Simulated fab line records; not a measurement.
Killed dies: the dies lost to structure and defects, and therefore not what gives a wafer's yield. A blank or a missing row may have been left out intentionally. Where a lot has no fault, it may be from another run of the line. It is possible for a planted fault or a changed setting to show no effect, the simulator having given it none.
A struck lot beside a sound one || flow gf180mcu || 14 out of 602 route steps
Sound: these wafers, L553.1, L553.2, L553.5. Wafers L567.1, L567.2, L567.3 were the ones struck. The cause comes at the end.
Each step with rows lists, per side, the tool, then ch with its chambers, then its first start. Under that, the readings that differ: sound wafers || struck wafers || difference of the means || sigmas: that difference in standard deviations of wafers without a fault.
alike: a reading whose means differ by less than 2 such deviations, as well as words and numbers matching on both sides. not compared: withheld readings; readings where some wafer has no value; bounds like >300 that might hide an equal value; numbers whose values overlap and for which the record gives no deviation.
A row with sigmas, a row that says differs or no value, or rows on one side alone: a step with any of these is where the two part. Numbers that don't overlap but have no deviation are shown without sigmas and don't part them. A reading that every wafer of one side lacks parts them only if that side has two wafers or more.

first, 4 steps without rows for these wafers: GF_VT_IMPLANT_SOFTBAKE_14 (time 60 s); GF_VT_IMPLANT_EXPOSE_15 (exposes mask Nwell LV AREA, target cd 860 nm); GF_VT_IMPLANT_PEB_16; GF_VT_IMPLANT_DEVELOP_17 (develop time 60 s).
GF_VT_IMPLANT_OVL_MEAS_18:
  sound on overlay-02, day 8 01:22; struck on overlay-01, day 11 16:40
  alike: VT_IMPLANT_01_OVL
after that, 1 step had no rows for these wafers: GF_VT_IMPLANT_IMPLANT_19.
GF_VT_IMPLANT_STRIP_20: strips in O2/N2.
  sound on plasma asher-01 ch 0,1, day 8 01:32; struck on plasma asher-03 ch 0,1, day 11 16:50
  alike: drypump motor current A, heater power w, oes product au, platen temp c, strip time to endpoint s
  not compared: rf hours counter h
GF_VT_IMPLANT_TW_MEAS_21:
  sound on film metro-03, day 8 01:38; struck on film metro-03, day 11 16:56
  alike: VT_IMPLANT_2_TW
then, 4 steps without rows for these wafers: GF_VT_IMPLANT_DEHYDRATE_22 (time 60 s); GF_VT_IMPLANT_HMDS_23 (prime time 60 s); GF_VT_IMPLANT_COAT_24 (resist thk 1000 nm); GF_VT_IMPLANT_SOFTBAKE_25 (time 60 s).
GF_VT_IMPLANT_EXPOSE_26: exposes mask LVPWELL HV AREA, target cd 860 nm.
  struck on iline stepper-01, day 12 02:26; sound on iline stepper-02 ch 0, day 8 09:07
  no value came back on the struck wafers for exposure dose mJ cm2, focus offset nm (nm); on the sound wafers exposure dose mJ cm2 reads 139.97 140.15 140.07
  alike: mask
after that, 1 step had no rows for these wafers: GF_VT_IMPLANT_PEB_27.

WHERE THEY PART
Only at GF_VT_IMPLANT_EXPOSE_26, as far as this record shows.

WHY: what had been put in by the simulator
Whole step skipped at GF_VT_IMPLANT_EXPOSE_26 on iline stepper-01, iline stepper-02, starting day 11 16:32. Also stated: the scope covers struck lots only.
